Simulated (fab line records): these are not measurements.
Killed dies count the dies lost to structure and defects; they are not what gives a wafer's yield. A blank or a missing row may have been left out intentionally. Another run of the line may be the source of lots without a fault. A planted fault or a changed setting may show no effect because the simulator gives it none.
A lot that was struck, set against a sound lot ; flow sky130 ; 17 steps out of a route of 708
Sound: wafers L105.1, L105.2, L105.6. Struck: wafer L112.6 (left out: L112.1, L112.2 of the same lot, which were not struck); the cause appears at the end.
Each step with rows lists, per side, the tool, then ch with its chambers, then its first start. Under that, the readings that differ: sound wafers ; struck wafers ; difference of the means ; sigmas: that difference in standard deviations of wafers without a fault.
alike: a reading whose means differ by less than 2 such deviations, as well as words and numbers matching on both sides. not compared: withheld readings; readings where some wafer has no value; bounds like >300 that might hide an equal value; numbers whose values overlap and for which the record gives no deviation.
Wherever a step has rows on one side only, a row that says differs or no value, or a row with sigmas, the two part there. Numbers that don't overlap but have no deviation are shown without sigmas and don't part them. A reading missing from all wafers of one side parts the sides only when that side holds two or more wafers.

first, 2 steps without rows for these wafers: SKY_LOCAL_INTERCONNECT_PEB_09; SKY_LOCAL_INTERCONNECT_DEVELOP_10 (develop time 60 s).
SKY_LOCAL_INTERCONNECT_CD_MEAS_11 targets a cd of 170 nm.
  sound on cd sem-02 at day 32 12:22; struck on cd sem-01 at day 34 14:45
  alike: cd nm
SKY_LOCAL_INTERCONNECT_OVL_MEAS_12:
  sound on overlay-01 at day 32 12:29; struck on overlay-01 at day 34 14:52
  alike: LOCAL_INTERCONNECT_OVL
SKY_LOCAL_INTERCONNECT_ETCH_13: etches BARC in N2/H2, stops on SiO2, time 45.9 s, target depth 60 nm.
  sound on rie metal-01 ch 0,1, day 32 12:31; struck on rie metal-04 ch 0, day 34 14:55
  alike: drypump motor current A, oes product au, rf fwd power W, throttle valve pct
  not compared: rf hours counter h
SKY_LOCAL_INTERCONNECT_METAL_ETCH_14: etches TiN in Cl2/BCl3, stops on PSG, target depth 110 nm, time 31.4 s.
  sound on rie metal-01 ch 0,1, day 32 12:35; struck on rie metal-04 ch 0, day 34 14:58
  alike: drypump motor current A, oes product au, rf fwd power W, throttle valve pct
  not compared: rf hours counter h
SKY_LOCAL_INTERCONNECT_STRIP_15: strips in O2/N2.
  sound on plasma asher-01 ch 0,1, day 32 12:38; struck on plasma asher-01 ch 0, day 34 15:01
  alike: drypump motor current A, oes product au, strip time to endpoint s
  not compared: rf hours counter h
then, 3 steps without rows for these wafers: SKY_LOCAL_INTERCONNECT_STRIP_16 (strips in post etch residue remover, time 1200 s); SKY_LOCAL_INTERCONNECT_CLEAN_17 (cleans in IPA, time 180 s); SKY_LOCAL_INTERCONNECT_CLEAN_18 (cleans in O3/DIW).
SKY_CONTACT_CVD_00: deposits Si3N4, target thk 75 nm.
  sound on pecvd-04 ch 1,2, day 32 13:14; struck on pecvd-01 ch 1, day 34 15:37
  alike: heater power outer w, heater power w, rf fwd power W, susceptor temp C
SKY_CONTACT_THK_MEAS_01:
  sound on film metro-03 at day 32 13:16; struck on film metro-02 at day 34 15:39
  alike: CONTACT_CVD_00_THK
SKY_CONTACT_HDPCVD_02: deposits SiO2, target thk 565 nm, time 94.2 s.
  sound on hdpcvd-02 ch 0,1,2, day 32 13:19; struck on hdpcvd-01 ch 0, day 34 15:43
reading;sound;struck;difference;sigmas
run length s (s);120.8 122.2 121.7;115.7;-5.9;-13
model.SiO2_of_CONTACT_HDPCVD_02.thk nm (nm);564.1 559.9 563.5;528.7;-33.8;
  not compared: susceptor temp C
SKY_CONTACT_THK_MEAS_03:
  sound on film metro-02 at day 32 13:23; struck on film metro-03 at day 34 15:47
reading;sound;struck;difference;sigmas
CONTACT_HDPCVD_THK (nm);564 560 564;529;-34;-6
SKY_CONTACT_CMP_04: polishes SiO2.
  sound on cmp-01 ch 2,3, day 32 13:31; struck on cmp-01 ch 0, day 34 15:50
reading;sound;struck;difference;sigmas
time to endpoint s (s);79 76 82;67;-12;-3
  alike: head pressure psi, motor current A, platen rpm
SKY_CONTACT_BOW_MEAS_05:
  sound on film metro-03 at day 32 13:47; struck on film metro-03 at day 34 16:08
  alike: CONTACT_BOW
after that, 1 step had no rows for these wafers: SKY_PAD_OPEN_PROBE_99.

WHERE THEY PART
Earliest at SKY_CONTACT_HDPCVD_02; latest, in this record, at SKY_CONTACT_CMP_04. Later steps at which nothing parts them and some readings are alike: SKY_CONTACT_BOW_MEAS_05.

WHY: what had been put in by the simulator
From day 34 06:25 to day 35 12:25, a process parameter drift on hdpcvd-01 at SKY_CONTACT_HDPCVD_02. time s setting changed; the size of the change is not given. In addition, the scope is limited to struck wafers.
